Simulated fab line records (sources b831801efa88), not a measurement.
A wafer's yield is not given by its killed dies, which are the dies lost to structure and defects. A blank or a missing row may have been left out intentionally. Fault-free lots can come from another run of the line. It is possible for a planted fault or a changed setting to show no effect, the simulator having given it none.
The tool behind it: which one?    flow sky130    24 lots, 72 wafers sampled, at 6 steps of a route of 708

WHAT THE GAUGES SHOWED, per wafer
SKY_VT_ADJUST_PCH_OVL_MEAS_07.
lot   measured      on          VT_ADJUST_PCH_OVL (nm)
L074  day 10 22:13  overlay-02  -0.5 -1.2 -1.5
L075  day 11 02:34  overlay-01  -0.3 1.6 0.9
L076  day 11 13:04  overlay-01  -0.6 1.9 0.5
L077  day 11 20:13  overlay-02  -1.4 0.7 0.1
L078  day 12 03:48  overlay-02  2.1 0.4 -1.0
L079  day 12 10:52  overlay-02  0.5 0.6 -1.3
L080  day 12 16:47  overlay-01  0.1 -0.7 0.3
L081  day 13 00:49  overlay-01  -1.8 0.8 0.8
L082  day 13 09:09  overlay-01  0.8 1.2 0.3
L083  day 13 16:56  overlay-01  0.6 1.5 0.3
L084  day 13 23:40  overlay-01  3.1 2.2 3.4
L085  day 14 14:05  overlay-02  -0.1 0.8 -0.6
L086  day 14 15:05  overlay-01  -0.1 -1.1 -2.2
L087  day 14 21:47  overlay-02  -0.4 0.3 0.7
L088  day 15 10:10  overlay-02  -1.4 -2.5 -1.2
L089  day 15 17:04  overlay-02  -4.5 -3.0 -3.1
L090  day 16 01:14  overlay-01  1.1 -0.2 3.0
L091  day 16 10:20  overlay-01  -0.5 -1.5 -1.5
L092  day 16 20:22  overlay-01  2.0 0.9 1.2
L093  day 16 23:19  overlay-01  -0.7 0.2 -0.1
L094  day 17 07:31  overlay-02  0.3 0.6 -1.0
L095  day 17 14:04  overlay-02  -0.8 -2.8 -1.2
L096  day 18 02:13  overlay-02  -0.8 -1.7 -1.5
L097  day 18 10:43  overlay-01  -1.2 -1.7 -1.3

SKY_SONOS_TUNNEL_TW_MEAS_12.
lot   measured      on            SONOS_TUNNEL_TW
L074  day 11 23:59  filmMetro-03  197.1 196.3 195.9
L075  day 12 05:02  filmMetro-02  194.5 194.9 193.8
L076  day 12 15:22  filmMetro-01  197.8 197.1 197.8
L077  day 12 22:49  filmMetro-02  194.6 195.0 195.1
L078  day 13 06:42  filmMetro-03  195.3 197.1 195.4
L079  day 13 14:53  filmMetro-03  196.5 196.9 195.8
L080  day 13 20:44  filmMetro-03  195.0 195.1 195.5
L081  day 14 05:29  filmMetro-01  196.9 196.2 196.8
L082  day 14 13:46  filmMetro-01  196.2 198.0 197.7
L083  day 14 21:41  filmMetro-03  196.3 196.5 196.0
L084  day 15 03:46  filmMetro-02  194.0 195.3 194.8
L085  day 15 18:46  filmMetro-02  194.4 194.2 195.3
L086  day 15 19:41  filmMetro-03  197.4 197.5 196.6
L087  day 16 01:28  filmMetro-01  196.7 196.1 196.4
L088  day 16 14:46  filmMetro-03  196.8 196.3 197.3
L089  day 16 21:27  filmMetro-01  195.8 195.8 196.3
L090  day 17 05:53  filmMetro-01  196.5 196.8 196.9
L091  day 17 16:00  filmMetro-02  195.2 194.6 194.5
L092  day 18 02:37  filmMetro-02  193.1 192.0 192.8
L093  day 18 06:08  filmMetro-03  198.3 197.6 198.0
L094  day 18 13:56  filmMetro-03  196.2 197.6 197.1
L095  day 18 21:29  filmMetro-01  196.2 195.3 195.0
L096  day 19 10:11  filmMetro-03  196.2 197.0 196.7
L097  day 19 18:22  filmMetro-03  196.1 196.6 195.4

SKY_SONOS_ONO_THK_MEAS_05.
lot   measured      on            SONOS_ONO_CVD_04_THK (nm)
L074  day 12 04:53  filmMetro-04  6.00 5.98 6.03
L075  day 12 09:11  filmMetro-04  5.82 5.87 5.82
L076  day 12 19:28  filmMetro-02  5.81 5.75 5.87
L077  day 13 04:48  filmMetro-02  5.90 5.79 5.79
L078  day 13 12:02  filmMetro-01  5.87 5.95 5.89
L079  day 13 20:23  filmMetro-01  5.76 5.61 5.60
L080  day 14 00:37  filmMetro-01  5.71 5.81 5.83
L081  day 14 11:35  filmMetro-01  5.67 5.69 5.66
L082  day 14 20:50  filmMetro-02  5.86 5.72 5.69
L083  day 15 03:56  filmMetro-04  5.76 5.54 5.57
L084  day 15 08:48  filmMetro-04  5.57 5.66 5.58
L085  day 15 23:48  filmMetro-04  5.60 5.69 5.74
L086  day 15 23:48  filmMetro-02  5.74 5.79 5.73
L087  day 16 08:41  filmMetro-04  5.63 5.60 5.69
L088  day 16 19:38  filmMetro-02  5.65 5.64 5.67
L089  day 17 03:24  filmMetro-02  5.65 5.61 5.63
L090  day 17 11:14  filmMetro-02  5.54 5.53 5.60
L091  day 17 22:40  filmMetro-01  5.61 5.79 5.69
L092  day 18 07:52  filmMetro-01  5.79 5.87 5.83
L093  day 18 10:06  filmMetro-01  5.65 5.56 5.52
L094  day 18 18:35  filmMetro-02  5.67 5.75 5.77
L095  day 19 01:20  filmMetro-01  5.78 5.68 5.72
L096  day 19 14:01  filmMetro-01  5.71 5.81 5.80
L097  day 19 23:22  filmMetro-02  5.92 5.75 5.84

TOOL THAT RAN EACH LOT (tool first, then ch and the chambers of the sampled wafers, then the start)
lot   SKY_PWDE_STRIP_09                   SKY_NWELL_RTA_28                 SKY_VT_ADJUST_PCH_STRIP_09
L074  plasmaAsher-01 ch 0,1, day 4 01:55  rtpAnneal-01 ch 0, day 5 13:49   plasmaAsher-03 ch 0,1, day 10 22:24
L075  plasmaAsher-02 ch 0,1, day 4 03:59  rtpAnneal-02 ch 0, day 5 15:07   plasmaAsher-04 ch 0,1, day 11 02:47
L076  plasmaAsher-01 ch 0,1, day 4 13:14  rtpAnneal-01 ch 0, day 6 00:31   plasmaAsher-03 ch 0,1, day 11 13:17
L077  plasmaAsher-02 ch 0,1, day 4 18:25  rtpAnneal-01 ch 0, day 6 06:53   plasmaAsher-03 ch 0,1, day 11 20:24
L078  plasmaAsher-03 ch 0,1, day 4 22:26  rtpAnneal-02 ch 0, day 6 11:32   plasmaAsher-03 ch 0,1, day 12 04:01
L079  plasmaAsher-02 ch 0,1, day 5 03:54  rtpAnneal-01 ch 0, day 6 17:52   plasmaAsher-01 ch 0,1, day 12 11:12
L080  plasmaAsher-03 ch 0,1, day 5 08:44  rtpAnneal-01 ch 0, day 6 21:43   plasmaAsher-04 ch 0,1, day 12 16:59
L081  plasmaAsher-01 ch 0,1, day 5 12:57  rtpAnneal-02 ch 0, day 7 03:59   plasmaAsher-01 ch 0,1, day 13 01:00
L082  plasmaAsher-01 ch 0,1, day 5 18:14  rtpAnneal-01 ch 0, day 7 10:14   plasmaAsher-01 ch 0,1, day 13 09:22
L083  plasmaAsher-03 ch 0,1, day 5 22:57  rtpAnneal-02 ch 0, day 7 15:22   plasmaAsher-01 ch 0,1, day 13 17:07
L084  plasmaAsher-03 ch 0,1, day 6 04:25  rtpAnneal-01 ch 0, day 7 21:11   plasmaAsher-01 ch 0,1, day 13 23:51
L085  plasmaAsher-02 ch 0,1, day 6 14:24  rtpAnneal-02 ch 0, day 8 08:01   plasmaAsher-01 ch 0,1, day 14 14:16
L086  plasmaAsher-01 ch 0,1, day 6 16:33  rtpAnneal-01 ch 0, day 8 09:38   plasmaAsher-04 ch 0,1, day 14 15:16
L087  plasmaAsher-01 ch 1, day 6 21:06    rtpAnneal-02 ch 0, day 8 14:55   plasmaAsher-03 ch 0,1, day 14 21:58
L088  plasmaAsher-01 ch 0,1, day 7 04:00  rtpAnneal-01 ch 0, day 8 23:16   plasmaAsher-03 ch 0, day 15 10:21
L089  plasmaAsher-02 ch 1, day 7 10:13    rtpAnneal-01 ch 0, day 9 04:39   plasmaAsher-03 ch 0,1, day 15 17:14
L090  plasmaAsher-01 ch 0,1, day 7 16:30  rtpAnneal-01 ch 0, day 9 12:31   plasmaAsher-04 ch 0, day 16 01:25
L091  plasmaAsher-03 ch 0,1, day 7 23:54  rtpAnneal-02 ch 0, day 9 20:43   plasmaAsher-01 ch 0,1, day 16 10:31
L092  plasmaAsher-02 ch 0,1, day 8 05:32  rtpAnneal-02 ch 0, day 10 03:27  plasmaAsher-03 ch 0,1, day 16 20:35
L093  plasmaAsher-03 ch 0,1, day 8 07:48  rtpAnneal-01 ch 0, day 10 05:08  plasmaAsher-04 ch 0,1, day 16 23:29
L094  plasmaAsher-03 ch 0,1, day 8 14:21  rtpAnneal-02 ch 0, day 10 12:25  plasmaAsher-03 ch 0,1, day 17 07:41
L095  plasmaAsher-03 ch 0,1, day 8 19:52  rtpAnneal-01 ch 0, day 10 18:34  plasmaAsher-03 ch 0,1, day 17 14:14
L096  plasmaAsher-01 ch 0,1, day 9 04:00  rtpAnneal-02 ch 0, day 11 03:44  plasmaAsher-01 ch 1, day 18 02:23
L097  plasmaAsher-02 ch 0, day 9 11:31    rtpAnneal-01 ch 0, day 11 12:50  plasmaAsher-04 ch 0,1, day 18 10:53
- SKY_PWDE_STRIP_09: strips in O2/N2.
- SKY_NWELL_RTA_28: time 30 s.
- SKY_VT_ADJUST_PCH_STRIP_09: strips in O2/N2.

AS READ BY THE TOOLS THEMSELVES (means over the sampled wafers that have a number; for cases with no such wafer, the mark the record gives instead)
SKY_PWDE_STRIP_09.
lot   tool            drypumpMotorCurrentA (A)  oesProductAu (a.u.)  stripTimeToEndpointS (s)
L074  plasmaAsher-01  5.92                      0.725                36.92
L075  plasmaAsher-02  5.75                      0.719                36.99
L076  plasmaAsher-01  5.87                      0.723                37.01
L077  plasmaAsher-02  5.93                      0.728                37.11
L078  plasmaAsher-03  5.42                      0.726                36.91
L079  plasmaAsher-02  5.95                      0.726                37.10
L080  plasmaAsher-03  5.40                      0.718                36.93
L081  plasmaAsher-01  5.91                      0.719                36.95
L082  plasmaAsher-01  5.92                      0.725                36.96
L083  plasmaAsher-03  5.51                      0.720                37.01
L084  plasmaAsher-03  5.49                      0.724                36.84
L085  plasmaAsher-02  5.90                      0.723                36.86
L086  plasmaAsher-01  5.85                      0.719                37.10
L087  plasmaAsher-01  5.78                      0.722                37.06
L088  plasmaAsher-01  5.84                      0.724                36.88
L089  plasmaAsher-02  5.59                      0.721                37.10
L090  plasmaAsher-01  5.88                      0.723                36.93
L091  plasmaAsher-03  5.51                      0.722                36.88
L092  plasmaAsher-02  5.76                      0.718                36.91
L093  plasmaAsher-03  5.50                      0.719                36.90
L094  plasmaAsher-03  5.51                      0.724                36.90
L095  plasmaAsher-03  5.51                      0.724                37.13
L096  plasmaAsher-01  5.93                      0.726                37.10
L097  plasmaAsher-02  6.07                      0.721                36.92

SKY_NWELL_RTA_28.
lot   tool          lampPowerPct (%)  wafer_temp_C_max
L074  rtpAnneal-01  25.31             1054.3
L075  rtpAnneal-02  25.27             1054.2
L076  rtpAnneal-01  25.29             1054.3
L077  rtpAnneal-01  25.32             1055.3
L078  rtpAnneal-02  25.30             1055.6
L079  rtpAnneal-01  25.32             1055.5
L080  rtpAnneal-01  25.31             1055.2
L081  rtpAnneal-02  25.29             1055.0
L082  rtpAnneal-01  25.27             1054.8
L083  rtpAnneal-02  25.35             1055.6
L084  rtpAnneal-01  25.31             1055.7
L085  rtpAnneal-02  25.32             1054.3
L086  rtpAnneal-01  25.27             1054.9
L087  rtpAnneal-02  25.33             1054.4
L088  rtpAnneal-01  25.29             1054.5
L089  rtpAnneal-01  25.33             1055.1
L090  rtpAnneal-01  25.26             1054.9
L091  rtpAnneal-02  25.31             1055.2
L092  rtpAnneal-02  25.27             1055.5
L093  rtpAnneal-01  25.27             1055.5
L094  rtpAnneal-02  25.29             1054.9
L095  rtpAnneal-01  25.32             1054.3
L096  rtpAnneal-02  25.29             1053.7
L097  rtpAnneal-01  25.29             1054.9

SKY_VT_ADJUST_PCH_STRIP_09.
lot   tool            drypumpMotorCurrentA (A)  oesProductAu (a.u.)  stripTimeToEndpointS (s)
L074  plasmaAsher-03  5.42                      0.728                36.99
L075  plasmaAsher-04  5.64                      0.722                36.82
L076  plasmaAsher-03  5.51                      0.723                36.88
L077  plasmaAsher-03  5.41                      0.722                37.08
L078  plasmaAsher-03  5.51                      0.723                37.01
L079  plasmaAsher-01  5.85                      0.719                37.11
L080  plasmaAsher-04  5.40                      0.722                37.16
L081  plasmaAsher-01  5.91                      0.722                36.90
L082  plasmaAsher-01  5.86                      0.722                36.90
L083  plasmaAsher-01  5.92                      0.718                36.95
L084  plasmaAsher-01  5.86                      0.721                36.97
L085  plasmaAsher-01  5.87                      0.718                37.00
L086  plasmaAsher-04  5.61                      0.724                36.98
L087  plasmaAsher-03  5.40                      0.727                36.91
L088  plasmaAsher-03  5.29                      0.725                36.94
L089  plasmaAsher-03  5.49                      0.720                36.88
L090  plasmaAsher-04  5.15                      0.723                36.71
L091  plasmaAsher-01  5.86                      0.722                36.81
L092  plasmaAsher-03  5.49                      0.723                36.85
L093  plasmaAsher-04  5.40                      0.720                36.82
L094  plasmaAsher-03  5.41                      0.720                36.96
L095  plasmaAsher-03  5.50                      0.724                36.93
L096  plasmaAsher-01  5.78                      0.724                37.07
L097  plasmaAsher-04  5.39                      0.726                37.08

THE ANSWER, worked out from the rows above alone
Rule: the usual values come from the lots themselves. Put in order of their means at a reading, lots are off if they are a third of the lots or fewer, leave a main group of 4 or more, and stand apart from it by a gap of 3 or more times the standard deviation of the main group's means; of several such gaps the widest counts. A main group is skipped when, at the precision printed for the reading in the tables above, its means are all equal. Also off: a lot with no number at a reading for which 4 or more lots have one. All remaining lots with rows at the step are treated as sound. Order of review: gauges by route order, followed by the tools' own readings, for which a lot's mean as printed above is used. At the first step where some lot is off, the reading lying furthest off is the one used; lots without a number count as furthest.
Nothing can be told from this: no lot is off at any reading shown.

WHAT HAD BEEN PUT IN BY THE SIMULATOR
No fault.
